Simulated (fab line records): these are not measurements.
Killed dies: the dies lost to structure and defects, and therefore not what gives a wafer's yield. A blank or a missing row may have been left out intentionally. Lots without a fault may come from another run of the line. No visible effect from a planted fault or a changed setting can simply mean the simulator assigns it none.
Which of the tools did it? || flow sky130 || 72 wafers from 24 lots sampled at 5 of the route's 708 steps

WHAT THE GAUGES READ, wafer by wafer
SKY_CAP2M_OVL_MEAS_12.
{"lot": "L074", "measured": "day 40 21:20", "on": "overlay-02", "CAP2M_OVL (nm)": "-1.6 -1.0 -1.7"}
{"lot": "L075", "measured": "day 41 03:17", "on": "overlay-02", "CAP2M_OVL (nm)": "-2.3 -2.6 -2.0"}
{"lot": "L076", "measured": "day 41 14:30", "on": "overlay-01", "CAP2M_OVL (nm)": "-1.9 -3.4 -2.2"}
{"lot": "L077", "measured": "day 41 23:39", "on": "overlay-02", "CAP2M_OVL (nm)": "-0.7 -3.0 -2.7"}
{"lot": "L078", "measured": "day 42 00:50", "on": "overlay-01", "CAP2M_OVL (nm)": "-1.9 0.2 -1.2"}
{"lot": "L079", "measured": "day 42 12:14", "on": "overlay-01", "CAP2M_OVL (nm)": "0.1 -0.7 -0.5"}
{"lot": "L080", "measured": "day 42 21:21", "on": "overlay-01", "CAP2M_OVL (nm)": "1.6 1.1 3.3"}
{"lot": "L081", "measured": "day 43 06:54", "on": "overlay-02", "CAP2M_OVL (nm)": "1.6 -1.7 0.3"}
{"lot": "L082", "measured": "day 43 08:22", "on": "overlay-01", "CAP2M_OVL (nm)": "-1.8 -0.8 -2.0"}
{"lot": "L083", "measured": "day 43 13:33", "on": "overlay-02", "CAP2M_OVL (nm)": "-3.5 -1.4 -2.2"}
{"lot": "L084", "measured": "day 43 17:57", "on": "overlay-02", "CAP2M_OVL (nm)": "-4.1 -3.2 -3.4"}
{"lot": "L085", "measured": "day 44 01:06", "on": "overlay-02", "CAP2M_OVL (nm)": "-3.3 -1.6 -2.8"}
{"lot": "L086", "measured": "day 44 08:03", "on": "overlay-02", "CAP2M_OVL (nm)": "-1.3 -0.1 0.0"}
{"lot": "L087", "measured": "day 44 15:04", "on": "overlay-01", "CAP2M_OVL (nm)": "0.7 0.2 0.4"}
{"lot": "L088", "measured": "day 44 18:47", "on": "overlay-02", "CAP2M_OVL (nm)": "2.2 2.7 -0.5"}
{"lot": "L089", "measured": "day 45 08:16", "on": "overlay-02", "CAP2M_OVL (nm)": "-0.9 -0.8 2.5"}
{"lot": "L090", "measured": "day 45 16:18", "on": "overlay-02", "CAP2M_OVL (nm)": "-0.1 0.6 -0.2"}
{"lot": "L091", "measured": "day 45 16:42", "on": "overlay-02", "CAP2M_OVL (nm)": "-2.4 -4.2 -1.5"}
{"lot": "L092", "measured": "day 45 18:37", "on": "overlay-02", "CAP2M_OVL (nm)": "-0.9 0.0 1.7"}
{"lot": "L093", "measured": "day 46 03:45", "on": "overlay-01", "CAP2M_OVL (nm)": "-0.5 2.5 2.2"}
{"lot": "L094", "measured": "day 46 08:09", "on": "overlay-02", "CAP2M_OVL (nm)": "-2.5 -1.6 0.5"}
{"lot": "L095", "measured": "day 46 18:27", "on": "overlay-02", "CAP2M_OVL (nm)": "-2.7 -0.3 0.1"}
{"lot": "L096", "measured": "day 47 04:56", "on": "overlay-01", "CAP2M_OVL (nm)": "3.3 1.1 2.6"}
{"lot": "L097", "measured": "day 47 10:24", "on": "overlay-01", "CAP2M_OVL (nm)": "-0.8 -0.1 0.4"}

SKY_VIA4_THK_MEAS_01.
{"lot": "L074", "measured": "day 41 23:39", "on": "film metro-01", "VIA4_HDPCVD_THK (nm)": "1784 1753 1773"}
{"lot": "L075", "measured": "day 42 05:02", "on": "film metro-01", "VIA4_HDPCVD_THK (nm)": "1765 1770 1741"}
{"lot": "L076", "measured": "day 42 17:05", "on": "film metro-01", "VIA4_HDPCVD_THK (nm)": "1776 1760 1785"}
{"lot": "L077", "measured": "day 43 01:04", "on": "film metro-04", "VIA4_HDPCVD_THK (nm)": "1732 1772 1747"}
{"lot": "L078", "measured": "day 43 02:14", "on": "film metro-04", "VIA4_HDPCVD_THK (nm)": "1755 1757 1752"}
{"lot": "L079", "measured": "day 43 13:29", "on": "film metro-01", "VIA4_HDPCVD_THK (nm)": "1779 1737 1764"}
{"lot": "L080", "measured": "day 43 22:24", "on": "film metro-04", "VIA4_HDPCVD_THK (nm)": "1780 1780 1759"}
{"lot": "L081", "measured": "day 44 07:55", "on": "film metro-04", "VIA4_HDPCVD_THK (nm)": "1708 1748 1733"}
{"lot": "L082", "measured": "day 44 09:26", "on": "film metro-01", "VIA4_HDPCVD_THK (nm)": "1739 1732 1710"}
{"lot": "L083", "measured": "day 44 14:28", "on": "film metro-01", "VIA4_HDPCVD_THK (nm)": "1762 1765 1764"}
{"lot": "L084", "measured": "day 44 18:44", "on": "film metro-04", "VIA4_HDPCVD_THK (nm)": "1730 1741 1718"}
{"lot": "L085", "measured": "day 45 01:16", "on": "film metro-02", "VIA4_HDPCVD_THK (nm)": "1759 1728 1733"}
{"lot": "L086", "measured": "day 45 07:59", "on": "film metro-04", "VIA4_HDPCVD_THK (nm)": "1716 1718 1731"}
{"lot": "L087", "measured": "day 45 15:11", "on": "film metro-04", "VIA4_HDPCVD_THK (nm)": "1710 1731 1735"}
{"lot": "L088", "measured": "day 45 18:25", "on": "film metro-04", "VIA4_HDPCVD_THK (nm)": "1760 1778 1742"}
{"lot": "L089", "measured": "day 46 07:10", "on": "film metro-01", "VIA4_HDPCVD_THK (nm)": "1749 1719 1735"}
{"lot": "L090", "measured": "day 46 14:53", "on": "film metro-01", "VIA4_HDPCVD_THK (nm)": "1733 1769 1733"}
{"lot": "L091", "measured": "day 46 15:19", "on": "film metro-04", "VIA4_HDPCVD_THK (nm)": "1766 1760 1742"}
{"lot": "L092", "measured": "day 46 17:16", "on": "film metro-04", "VIA4_HDPCVD_THK (nm)": "1761 1738 1710"}
{"lot": "L093", "measured": "day 47 02:10", "on": "film metro-01", "VIA4_HDPCVD_THK (nm)": "1759 1781 1764"}
{"lot": "L094", "measured": "day 47 05:49", "on": "film metro-01", "VIA4_HDPCVD_THK (nm)": "1778 1766 1733"}
{"lot": "L095", "measured": "day 47 16:23", "on": "film metro-01", "VIA4_HDPCVD_THK (nm)": "1732 1754 1730"}
{"lot": "L096", "measured": "day 48 03:00", "on": "film metro-04", "VIA4_HDPCVD_THK (nm)": "1759 1751 1744"}
{"lot": "L097", "measured": "day 48 07:13", "on": "film metro-01", "VIA4_HDPCVD_THK (nm)": "1727 1726 1759"}

SKY_VIA4_THK_MEAS_20: measures by xrf.
{"lot": "L074", "measured": "day 43 00:38", "on": "film metro-01", "VIA4_W_THK (nm)": "506 496 492"}
{"lot": "L075", "measured": "day 43 05:12", "on": "film metro-01", "VIA4_W_THK (nm)": "502 498 495"}
{"lot": "L076", "measured": "day 43 17:05", "on": "film metro-02", "VIA4_W_THK (nm)": "498 498 500"}
{"lot": "L077", "measured": "day 44 00:43", "on": "film metro-02", "VIA4_W_THK (nm)": "488 492 488"}
{"lot": "L078", "measured": "day 44 02:16", "on": "film metro-02", "VIA4_W_THK (nm)": "491 485 490"}
{"lot": "L079", "measured": "day 44 13:41", "on": "film metro-02", "VIA4_W_THK (nm)": "482 483 488"}
{"lot": "L080", "measured": "day 44 23:06", "on": "film metro-04", "VIA4_W_THK (nm)": "493 502 494"}
{"lot": "L081", "measured": "day 45 06:44", "on": "film metro-04", "VIA4_W_THK (nm)": "493 499 496"}
{"lot": "L082", "measured": "day 45 08:30", "on": "film metro-04", "VIA4_W_THK (nm)": "500 506 495"}
{"lot": "L083", "measured": "day 45 13:14", "on": "film metro-04", "VIA4_W_THK (nm)": "500 505 507"}
{"lot": "L084", "measured": "day 45 17:40", "on": "film metro-04", "VIA4_W_THK (nm)": "496 492 493"}
{"lot": "L085", "measured": "day 45 23:49", "on": "film metro-04", "VIA4_W_THK (nm)": "505 495 511"}
{"lot": "L086", "measured": "day 46 06:33", "on": "film metro-04", "VIA4_W_THK (nm)": "501 491 499"}
{"lot": "L087", "measured": "day 46 13:16", "on": "film metro-04", "VIA4_W_THK (nm)": "494 500 502"}
{"lot": "L088", "measured": "day 46 16:31", "on": "film metro-04", "VIA4_W_THK (nm)": "505 491 493"}
{"lot": "L089", "measured": "day 47 04:22", "on": "film metro-01", "VIA4_W_THK (nm)": "510 497 503"}
{"lot": "L090", "measured": "day 47 12:13", "on": "film metro-04", "VIA4_W_THK (nm)": "510 509 504"}
{"lot": "L091", "measured": "day 47 12:47", "on": "film metro-01", "VIA4_W_THK (nm)": "494 492 495"}
{"lot": "L092", "measured": "day 47 14:43", "on": "film metro-01", "VIA4_W_THK (nm)": "500 484 502"}
{"lot": "L093", "measured": "day 47 23:52", "on": "film metro-01", "VIA4_W_THK (nm)": "513 510 516"}
{"lot": "L094", "measured": "day 48 03:18", "on": "film metro-04", "VIA4_W_THK (nm)": "497 497 497"}
{"lot": "L095", "measured": "day 48 12:56", "on": "film metro-02", "VIA4_W_THK (nm)": "496 488 485"}
{"lot": "L096", "measured": "day 48 22:29", "on": "film metro-02", "VIA4_W_THK (nm)": "490 495 493"}
{"lot": "L097", "measured": "day 49 02:49", "on": "film metro-02", "VIA4_W_THK (nm)": "492 491 487"}

TOOL THAT RAN EACH LOT (tool first, then ch and the chambers of the sampled wafers, then the start)
{"lot": "L074", "SKY_METAL4_METAL_ETCH_18": "rie metal-04 ch 1, day 41 22:42", "SKY_VIA4_CVD_18": "cvd w-01 ch 0, day 43 00:13"}
{"lot": "L075", "SKY_METAL4_METAL_ETCH_18": "rie metal-02 ch 1, day 42 04:05", "SKY_VIA4_CVD_18": "cvd w-01 ch 0, day 43 04:46"}
{"lot": "L076", "SKY_METAL4_METAL_ETCH_18": "rie metal-03 ch 0,1, day 42 15:34", "SKY_VIA4_CVD_18": "cvd w-02 ch 0,1, day 43 16:49"}
{"lot": "L077", "SKY_METAL4_METAL_ETCH_18": "rie metal-02 ch 0,1, day 43 00:07", "SKY_VIA4_CVD_18": "cvd w-01 ch 0, day 44 00:26"}
{"lot": "L078", "SKY_METAL4_METAL_ETCH_18": "rie metal-02 ch 0,1, day 43 01:15", "SKY_VIA4_CVD_18": "cvd w-02 ch 0,1, day 44 02:00"}
{"lot": "L079", "SKY_METAL4_METAL_ETCH_18": "rie metal-02 ch 0,1, day 43 12:29", "SKY_VIA4_CVD_18": "cvd w-02 ch 0,1, day 44 13:25"}
{"lot": "L080", "SKY_METAL4_METAL_ETCH_18": "rie metal-04 ch 0,1, day 43 21:27", "SKY_VIA4_CVD_18": "cvd w-02 ch 0,1, day 44 22:49"}
{"lot": "L081", "SKY_METAL4_METAL_ETCH_18": "rie metal-03 ch 0,1, day 44 06:28", "SKY_VIA4_CVD_18": "cvd w-02 ch 0,1, day 45 06:28"}
{"lot": "L082", "SKY_METAL4_METAL_ETCH_18": "rie metal-03 ch 0,1, day 44 08:06", "SKY_VIA4_CVD_18": "cvd w-02 ch 0,1, day 45 08:15"}
{"lot": "L083", "SKY_METAL4_METAL_ETCH_18": "rie metal-03 ch 0,1, day 44 13:27", "SKY_VIA4_CVD_18": "cvd w-01 ch 1, day 45 12:56"}
{"lot": "L084", "SKY_METAL4_METAL_ETCH_18": "rie metal-04 ch 0, day 44 17:21", "SKY_VIA4_CVD_18": "cvd w-01 ch 0, day 45 17:23"}
{"lot": "L085", "SKY_METAL4_METAL_ETCH_18": "rie metal-03 ch 1, day 45 00:19", "SKY_VIA4_CVD_18": "cvd w-01 ch 0,1, day 45 23:32"}
{"lot": "L086", "SKY_METAL4_METAL_ETCH_18": "rie metal-03 ch 0,1, day 45 07:01", "SKY_VIA4_CVD_18": "cvd w-02 ch 0,1, day 46 06:16"}
{"lot": "L087", "SKY_METAL4_METAL_ETCH_18": "rie metal-02 ch 0, day 45 14:10", "SKY_VIA4_CVD_18": "cvd w-02 ch 0,1, day 46 13:01"}
{"lot": "L088", "SKY_METAL4_METAL_ETCH_18": "rie metal-02 ch 0, day 45 17:18", "SKY_VIA4_CVD_18": "cvd w-01 ch 0,1, day 46 16:14"}
{"lot": "L089", "SKY_METAL4_METAL_ETCH_18": "rie metal-04 ch 0,1, day 46 06:13", "SKY_VIA4_CVD_18": "cvd w-01 ch 0,1, day 47 04:07"}
{"lot": "L090", "SKY_METAL4_METAL_ETCH_18": "rie metal-04 ch 0,1, day 46 13:58", "SKY_VIA4_CVD_18": "cvd w-01 ch 0,1, day 47 11:58"}
{"lot": "L091", "SKY_METAL4_METAL_ETCH_18": "rie metal-03 ch 1, day 46 14:22", "SKY_VIA4_CVD_18": "cvd w-02 ch 0,1, day 47 12:31"}
{"lot": "L092", "SKY_METAL4_METAL_ETCH_18": "rie metal-03 ch 0,1, day 46 16:21", "SKY_VIA4_CVD_18": "cvd w-02 ch 0,1, day 47 14:29"}
{"lot": "L093", "SKY_METAL4_METAL_ETCH_18": "rie metal-02 ch 0,1, day 47 01:16", "SKY_VIA4_CVD_18": "cvd w-01 ch 0,1, day 47 23:37"}
{"lot": "L094", "SKY_METAL4_METAL_ETCH_18": "rie metal-03 ch 0,1, day 47 04:50", "SKY_VIA4_CVD_18": "cvd w-02 ch 1, day 48 03:02"}
{"lot": "L095", "SKY_METAL4_METAL_ETCH_18": "rie metal-04 ch 0,1, day 47 15:22", "SKY_VIA4_CVD_18": "cvd w-02 ch 0,1, day 48 12:40"}
{"lot": "L096", "SKY_METAL4_METAL_ETCH_18": "rie metal-03 ch 0,1, day 48 01:59", "SKY_VIA4_CVD_18": "cvd w-01 ch 0,1, day 48 22:13"}
{"lot": "L097", "SKY_METAL4_METAL_ETCH_18": "rie metal-04 ch 0,1, day 48 06:19", "SKY_VIA4_CVD_18": "cvd w-02 ch 0,1, day 49 02:34"}
- SKY_METAL4_METAL_ETCH_18: etches the open film in Cl2/BCl3, stops on SiO2, target depth 845 nm, time 183.1 s.
- SKY_VIA4_CVD_18: deposits W, target thk 505 nm, time 152.14 s.

WHAT THE TOOLS THEMSELVES READ (means of the sampled wafers that have a number; where no wafer has one, the mark that the record gives instead)
SKY_METAL4_METAL_ETCH_18.
{"lot": "L074", "tool": "rie metal-04", "drypump motor current A (A)": 5.6, "oes product au (a.u.)": 0.863, "throttle valve pct (%)": 22.269}
{"lot": "L075", "tool": "rie metal-02", "drypump motor current A (A)": 5.5, "oes product au (a.u.)": 0.874, "throttle valve pct (%)": 22.258}
{"lot": "L076", "tool": "rie metal-03", "drypump motor current A (A)": 5.5, "oes product au (a.u.)": 0.860, "throttle valve pct (%)": 22.258}
{"lot": "L077", "tool": "rie metal-02", "drypump motor current A (A)": 5.6, "oes product au (a.u.)": 0.869, "throttle valve pct (%)": 22.260}
{"lot": "L078", "tool": "rie metal-02", "drypump motor current A (A)": 5.7, "oes product au (a.u.)": 0.860, "throttle valve pct (%)": 22.261}
{"lot": "L079", "tool": "rie metal-02", "drypump motor current A (A)": 5.7, "oes product au (a.u.)": 0.864, "throttle valve pct (%)": 22.261}
{"lot": "L080", "tool": "rie metal-04", "drypump motor current A (A)": 6.4, "oes product au (a.u.)": 0.867, "throttle valve pct (%)": 22.279}
{"lot": "L081", "tool": "rie metal-03", "drypump motor current A (A)": 5.5, "oes product au (a.u.)": 0.864, "throttle valve pct (%)": 22.271}
{"lot": "L082", "tool": "rie metal-03", "drypump motor current A (A)": 5.5, "oes product au (a.u.)": 0.867, "throttle valve pct (%)": 22.263}
{"lot": "L083", "tool": "rie metal-03", "drypump motor current A (A)": 5.5, "oes product au (a.u.)": 0.866, "throttle valve pct (%)": 22.255}
{"lot": "L084", "tool": "rie metal-04", "drypump motor current A (A)": 6.8, "oes product au (a.u.)": 0.862, "throttle valve pct (%)": 22.276}
{"lot": "L085", "tool": "rie metal-03", "drypump motor current A (A)": 5.4, "oes product au (a.u.)": 0.882, "throttle valve pct (%)": 22.265}
{"lot": "L086", "tool": "rie metal-03", "drypump motor current A (A)": 5.6, "oes product au (a.u.)": 0.870, "throttle valve pct (%)": 22.265}
{"lot": "L087", "tool": "rie metal-02", "drypump motor current A (A)": 5.8, "oes product au (a.u.)": 0.864, "throttle valve pct (%)": 22.270}
{"lot": "L088", "tool": "rie metal-02", "drypump motor current A (A)": 5.8, "oes product au (a.u.)": 0.869, "throttle valve pct (%)": 22.264}
{"lot": "L089", "tool": "rie metal-04", "drypump motor current A (A)": 6.0, "oes product au (a.u.)": 0.858, "throttle valve pct (%)": 22.257}
{"lot": "L090", "tool": "rie metal-04", "drypump motor current A (A)": 6.4, "oes product au (a.u.)": 0.874, "throttle valve pct (%)": 22.257}
{"lot": "L091", "tool": "rie metal-03", "drypump motor current A (A)": 5.4, "oes product au (a.u.)": 0.866, "throttle valve pct (%)": 22.268}
{"lot": "L092", "tool": "rie metal-03", "drypump motor current A (A)": 5.5, "oes product au (a.u.)": 0.865, "throttle valve pct (%)": 22.259}
{"lot": "L093", "tool": "rie metal-02", "drypump motor current A (A)": 5.6, "oes product au (a.u.)": 0.868, "throttle valve pct (%)": 22.266}
{"lot": "L094", "tool": "rie metal-03", "drypump motor current A (A)": 5.5, "oes product au (a.u.)": 0.875, "throttle valve pct (%)": 22.267}
{"lot": "L095", "tool": "rie metal-04", "drypump motor current A (A)": 6.4, "oes product au (a.u.)": 0.867, "throttle valve pct (%)": 22.249}
{"lot": "L096", "tool": "rie metal-03", "drypump motor current A (A)": 5.5, "oes product au (a.u.)": 0.872, "throttle valve pct (%)": 22.267}
{"lot": "L097", "tool": "rie metal-04", "drypump motor current A (A)": 6.0, "oes product au (a.u.)": 0.860, "throttle valve pct (%)": 22.271}

SKY_VIA4_CVD_18.
{"lot": "L074", "tool": "cvd w-01", "heater power w (W)": 923}
{"lot": "L075", "tool": "cvd w-01", "heater power w (W)": 923}
{"lot": "L076", "tool": "cvd w-02", "heater power w (W)": 853}
{"lot": "L077", "tool": "cvd w-01", "heater power w (W)": 926}
{"lot": "L078", "tool": "cvd w-02", "heater power w (W)": 848}
{"lot": "L079", "tool": "cvd w-02", "heater power w (W)": 807}
{"lot": "L080", "tool": "cvd w-02", "heater power w (W)": 847}
{"lot": "L081", "tool": "cvd w-02", "heater power w (W)": 793}
{"lot": "L082", "tool": "cvd w-02", "heater power w (W)": 858}
{"lot": "L083", "tool": "cvd w-01", "heater power w (W)": 717}
{"lot": "L084", "tool": "cvd w-01", "heater power w (W)": 922}
{"lot": "L085", "tool": "cvd w-01", "heater power w (W)": 792}
{"lot": "L086", "tool": "cvd w-02", "heater power w (W)": 803}
{"lot": "L087", "tool": "cvd w-02", "heater power w (W)": 860}
{"lot": "L088", "tool": "cvd w-01", "heater power w (W)": 877}
{"lot": "L089", "tool": "cvd w-01", "heater power w (W)": 865}
{"lot": "L090", "tool": "cvd w-01", "heater power w (W)": 866}
{"lot": "L091", "tool": "cvd w-02", "heater power w (W)": 816}
{"lot": "L092", "tool": "cvd w-02", "heater power w (W)": 852}
{"lot": "L093", "tool": "cvd w-01", "heater power w (W)": 792}
{"lot": "L094", "tool": "cvd w-02", "heater power w (W)": 773}
{"lot": "L095", "tool": "cvd w-02", "heater power w (W)": 854}
{"lot": "L096", "tool": "cvd w-01", "heater power w (W)": 784}
{"lot": "L097", "tool": "cvd w-02", "heater power w (W)": 810}

THE ANSWER, worked out from the rows above alone
Rule: usual is defined by the lots themselves. The widest of any qualifying gaps counts: lots, ordered by their means at a reading, are off when they make up no more than a third of the lots, leave a main group of 4 or more, and stand apart from it by 3 or more times the standard deviation of that group's means. If all means in a main group match to the digits the tables above print for the reading, that group is not used. Also off: a lot with no number at a reading for which 4 or more lots have one. Where the step has rows for the other lots, those lots are counted as sound. After the gauges, taken in route order, come the tools' own readings; for these a lot's mean is taken, as printed above. At the first step where some lot is off, the reading lying furthest off is the one used; lots without a number count as furthest.
Across all readings shown, no lot is off: no conclusion can be drawn from this.

WHAT HAD BEEN PUT IN BY THE SIMULATOR
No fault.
